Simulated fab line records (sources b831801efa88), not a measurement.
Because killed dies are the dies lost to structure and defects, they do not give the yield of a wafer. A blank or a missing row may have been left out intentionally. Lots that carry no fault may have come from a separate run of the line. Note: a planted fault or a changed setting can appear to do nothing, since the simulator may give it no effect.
Code-filled problem report in 8D (eight disciplines) form :: flow sky130 :: the parts of the form that need people (team, actions taken, sign-off) are left out

1. THE ISSUE
rf-fwd-power-W at SKY_METAL1_ETCH_18 reads a mean of 414.4 W on 6 wafers of 2 lots; wafers without a fault read 494.9 W with a standard deviation of 1.7. Measured from the usual mean, that is -47 standard deviations.
The step: etches BARC in N2/H2, stops on SiO2, time 45.9 s, target depth 60 nm.
Seen first at day 36 17:14 on rie-metal-01, wafer L645.2. At this step, 18 wafers from 6 lots have a number in the record. The rule behind "out" and "out of limits": a value lying over 4 standard deviations away from the usual mean. All remaining wafers that have a number are taken as sound.

2. WHAT IT IS, AND WHAT IT ISN'T
question: which readings at this step
is: rf-fwd-power-W
is not: drypump-motor-current-A, oes-product-au, throttle-valve-pct

question: which lots
is: L645, L648
is not: L632, L638, L649, L652

question: which wafers of those lots
is: all that have a number
is not: -

question: read on which tools
is: rie-metal-01
is not: rie-metal-04

question: when
is: from day 36 17:14
is not: up to then (6 sound wafers); but 6 sound wafers of L649, L652 came after

3. WHAT RULES OUT EACH SUSPECT
Counting: a tool at a process step up to the reading stays a suspect if it ran every lot that is out and no sound lot after the first of them.
- rie-metal-01 at SKY_METAL1_DESCUM_17 (chemistry O2, time 8 s): kept. It ran every lot that is out, first L645 (day 36 17:12), and no sound lot after that; its last sound lot up to then is L638 (day 34 09:59).
- rie-metal-01 at SKY_METAL1_ETCH_18 (etches BARC in N2/H2, stops on SiO2, time 45.9 s, target depth 60 nm): kept. It ran every lot that is out, first L645 (day 36 17:14), and no sound lot after that; its last sound lot up to then is L638 (day 34 10:01). Out on those wafers are its own readings of rf-fwd-power-W.
After counting, rie-metal-01 at SKY_METAL1_DESCUM_17 and rie-metal-01 at SKY_METAL1_ETCH_18 remain.

4. THE CAUSE (what the simulator had put in)
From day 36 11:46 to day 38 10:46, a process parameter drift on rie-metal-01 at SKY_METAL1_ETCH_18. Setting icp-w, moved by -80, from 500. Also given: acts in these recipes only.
This tool is one of the 2 suspects left after counting.

5. SEQUENCE OF EFFECTS, ordered by route
Rows list readings where the struck wafers' mean (over those with a number) sits beyond 3 standard deviations from the usual. Only readings for which the record gives a usual standard deviation are gone through. hours: the time from each lot's start at the first step in this table that gives one to its start at this step, as a median over the lots. sigmas: the change in usual standard deviations.
hours: 0
step: SKY_METAL1_ETCH_18
reading: rf-fwd-power-W
usual: 494.9 W
on struck wafers: 414.4
change: -80.5
sigmas: -47
The process steps in it:
- SKY_METAL1_ETCH_18: etches BARC in N2/H2, stops on SiO2, time 45.9 s, target depth 60 nm.

6. HOW IT WOULD HAVE BEEN CAUGHT EARLIER
In this record the first reading out of limits was taken at day 36 17:14, 5 hours after the fault began at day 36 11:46.
